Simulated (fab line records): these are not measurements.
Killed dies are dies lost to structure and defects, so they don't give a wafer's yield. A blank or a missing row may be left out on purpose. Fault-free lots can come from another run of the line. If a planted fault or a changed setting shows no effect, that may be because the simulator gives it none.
Shared-tool check / flow gf180mcu / Lots sampled 12, wafers sampled 36

WHY THIS WAS OPENED
Of 12 lots, 2 have the reading V3_CVD_02_THK flagged at GF_V3_THK_MEAS_03. Wafers without a fault read 851 nm, standard deviation 9.9.
Rule: a lot gets a flag if all its wafers with a number sit over 4 standard deviations from that mean, or if no wafer of it has a number. All remaining lots are regarded as sound.

lot=L929; measured=day 21 14:14; on=film_metro-03; V3_CVD_02_THK (nm), wafer by wafer=847 847 855; flag=
lot=L930; measured=day 21 21:34; on=film_metro-04; V3_CVD_02_THK (nm), wafer by wafer=841 838 849; flag=
lot=L931; measured=day 22 09:53; on=film_metro-04; V3_CVD_02_THK (nm), wafer by wafer=1005 1016 1020; flag=FLAGGED
lot=L935; measured=day 23 18:18; on=film_metro-03; V3_CVD_02_THK (nm), wafer by wafer=989 1019 1013; flag=FLAGGED
lot=L940; measured=day 25 17:40; on=film_metro-02; V3_CVD_02_THK (nm), wafer by wafer=849 859 862; flag=
lot=L941; measured=day 25 20:42; on=film_metro-02; V3_CVD_02_THK (nm), wafer by wafer=846 871 859; flag=
lot=L942; measured=day 26 06:50; on=film_metro-03; V3_CVD_02_THK (nm), wafer by wafer=842 860 848; flag=
lot=L946; measured=day 27 12:38; on=film_metro-03; V3_CVD_02_THK (nm), wafer by wafer=844 862 849; flag=
lot=L949; measured=day 28 07:11; on=film_metro-03; V3_CVD_02_THK (nm), wafer by wafer=857 868 862; flag=
lot=L950; measured=day 28 16:11; on=film_metro-02; V3_CVD_02_THK (nm), wafer by wafer=838 853 855; flag=
lot=L951; measured=day 28 21:03; on=film_metro-02; V3_CVD_02_THK (nm), wafer by wafer=843 870 856; flag=
lot=L952; measured=day 29 04:14; on=film_metro-04; V3_CVD_02_THK (nm), wafer by wafer=847 860 869; flag=
The numbers of the flagged lots are 1010 nm on average: +159 nm against the usual, or +16 standard deviations.

WHICH TOOL RAN EACH LOT
The record holds 1 process step before the reading, out of a route of 602 steps. Every cell lists first the tool, next ch and the chambers used by the sampled wafers, and last the start.
lot=L929; flag=; GF_V3_CVD_02=pecvd-01 ch 0,1,2, day 21 14:10
lot=L930; flag=; GF_V3_CVD_02=pecvd-01 ch 0,2, day 21 21:29
lot=L931; flag=FLAGGED; GF_V3_CVD_02=pecvd-01 ch 0,2, day 22 09:48
lot=L935; flag=FLAGGED; GF_V3_CVD_02=pecvd-01 ch 0,1,2, day 23 18:14
lot=L940; flag=; GF_V3_CVD_02=pecvd-03 ch 0,2, day 25 17:35
lot=L941; flag=; GF_V3_CVD_02=pecvd-01 ch 0,1,2, day 25 20:37
lot=L942; flag=; GF_V3_CVD_02=pecvd-02 ch 0,1, day 26 06:45
lot=L946; flag=; GF_V3_CVD_02=pecvd-03 ch 1,2, day 27 12:34
lot=L949; flag=; GF_V3_CVD_02=pecvd-01 ch 0,1,2, day 28 07:05
lot=L950; flag=; GF_V3_CVD_02=pecvd-01 ch 0,1,2, day 28 16:07
lot=L951; flag=; GF_V3_CVD_02=pecvd-01 ch 0,2, day 28 20:58
lot=L952; flag=; GF_V3_CVD_02=pecvd-01 ch 0,2, day 29 04:10
What these steps do:
- GF_V3_CVD_02: deposits SiO2 from TEOS, target thk 850 nm, time 94.851 s.
- GF_V3_THK_MEAS_03

FLAGGED OVER TOTAL, TOOL BY TOOL (the gauges that took the reading come last)
step=GF_V3_CVD_02; tool=pecvd-01; lots run=9; flagged=2; share of the flagged lots=all; sound lots run after its first flagged lot=5 (L941,L949,L950,L951,L952)
step=GF_V3_CVD_02; tool=pecvd-02; lots run=1; flagged=0; share of the flagged lots=none; sound lots run after its first flagged lot=-
step=GF_V3_CVD_02; tool=pecvd-03; lots run=2; flagged=0; share of the flagged lots=none; sound lots run after its first flagged lot=-
step=GF_V3_THK_MEAS_03; tool=film_metro-02; lots run=4; flagged=0; share of the flagged lots=none; sound lots run after its first flagged lot=-
step=GF_V3_THK_MEAS_03; tool=film_metro-03; lots run=5; flagged=1; share of the flagged lots=some; sound lots run after its first flagged lot=3 (L942,L946,L949)
step=GF_V3_THK_MEAS_03; tool=film_metro-04; lots run=3; flagged=1; share of the flagged lots=some; sound lots run after its first flagged lot=1 (L952)

WHAT THE TABLE PERMITS
Rows of the table that ran each flagged lot: 1, that is pecvd-01 at GF_V3_CVD_02.
- pecvd-01 at GF_V3_CVD_02: 2 of its 9 lots flagged. Sound lots followed the first flagged one (L941, L949, L950, L951, L952) on it, something a lasting fault affecting the whole tool could not allow.
There is no row in the table that ran each flagged lot and no sound lot after the first.

WHAT THE SIMULATOR PUT IN
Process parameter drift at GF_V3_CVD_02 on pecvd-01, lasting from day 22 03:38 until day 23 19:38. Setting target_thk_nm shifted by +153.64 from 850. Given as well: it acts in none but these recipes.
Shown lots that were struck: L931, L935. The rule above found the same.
